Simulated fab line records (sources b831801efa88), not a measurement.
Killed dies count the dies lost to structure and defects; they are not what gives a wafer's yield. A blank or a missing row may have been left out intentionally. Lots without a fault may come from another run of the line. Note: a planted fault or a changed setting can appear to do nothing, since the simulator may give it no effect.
Comparing a struck lot with a sound one ; flow sky130 ; 14 steps out of a route of 708
Sound: the wafers L798.1, L798.3, L798.5. Wafers struck: L811.2, L811.4, L811.5. The cause is named last.
Per side, at each step with rows, come the tool, then ch with its chambers, and then its first start. Under that, the readings that differ: sound wafers ; struck wafers ; difference of the means ; sigmas: that difference in standard deviations of wafers without a fault.
alike: words and numbers the same on both sides, and readings whose means are apart by under 2 such deviations; not compared: readings that were withheld, readings missing a value for some wafer, numbers with overlapping values and no deviation given by the record, and bounds like >300 which may hide the same value.
The two part at a step that has a row with sigmas, a row that says differs or no value, or rows on one side only. Non-overlapping numbers with no deviation appear without sigmas and do not part them. Lack of a reading on every wafer of one side parts them only where that side has two or more wafers.

SKY_NWELL_TW_MEAS_26:
  sound: filmMetro-01 at day 5 03:44; struck: filmMetro-03 at day 8 11:08
reading;sound;struck;difference;sigmas
NWELL_2_TW;511 514 511;489 492 489;-22;-3
then, 1 step without rows for these wafers: SKY_NWELL_CLEAN_27 (cleans in SC1/SC2, time 150 s).
SKY_NWELL_RTA_28: time 30 s.
  sound on rtpAnneal-01 ch 0, day 5 03:50; struck on rtpAnneal-02 ch 0, day 8 11:16
  alike: lampPowerPct, wafer_temp_C_max
SKY_NWELL_RS_MEAS_29: uses a four-point probe to measure.
  sound: filmMetro-01 at day 5 04:02; struck: filmMetro-03 at day 8 11:22
  alike: NWELL_RS
SKY_NWELL_RS_MEAS_31: uses a four-point probe to measure.
  sound: filmMetro-01 at day 5 04:17; struck: filmMetro-03 at day 8 11:36
  alike: PWDE_RS
then, 6 steps without rows for these wafers: SKY_VT_ADJUST_HVTP_DEHYDRATE_00 (time 60 s); SKY_VT_ADJUST_HVTP_HMDS_01 (prime time 60 s); SKY_VT_ADJUST_HVTP_COAT_02 (resist thk 1140 nm); SKY_VT_ADJUST_HVTP_SOFTBAKE_03 (time 60 s); SKY_VT_ADJUST_HVTP_EXPOSE_04 (exposes mask HVTPM, target cd 380 nm); SKY_VT_ADJUST_HVTP_PEB_05.
SKY_VT_ADJUST_HVTP_DEVELOP_06: develop time 60 s.
  sound on lithoTrack-03 ch 0, day 5 21:47; struck on lithoTrack-02 ch 0, day 9 08:52
reading;sound;struck;difference;sigmas
developerTempC (C);22.81 22.71 22.84;25.41 25.22 25.11;+2.46;+22
  alike: exhaustPa
SKY_VT_ADJUST_HVTP_CD_MEAS_07 targets a cd of 380 nm.
  sound: cdSem-02 at day 5 21:56; struck: cdSem-01 at day 9 09:01
  alike: cdNm
-- record jumps: 39 days separate the struck wafers' starts on either side; left off in module VT_ADJUST_HVTP, taken up again in module PAD_OPEN, whose first shown step is the route's number 708 --
SKY_PAD_OPEN_PROBE_99:
  sound: prober-01 at day 45 01:38; struck: prober-02 at day 48 11:11
reading;sound;struck;difference;sigmas
killedOpen;45 38 43;63 49 57;+14;+2
  alike: killed_at_M0_to_M3, killed_at_M4_up, killedAtContacts, killedAtFrontEnd, killedAtOther, killedDies, killedShort

## WHERE THEY PART
Last at SKY_PAD_OPEN_PROBE_99 as far as this record goes, first at SKY_NWELL_TW_MEAS_26.

WHY: whatever the simulator had introduced
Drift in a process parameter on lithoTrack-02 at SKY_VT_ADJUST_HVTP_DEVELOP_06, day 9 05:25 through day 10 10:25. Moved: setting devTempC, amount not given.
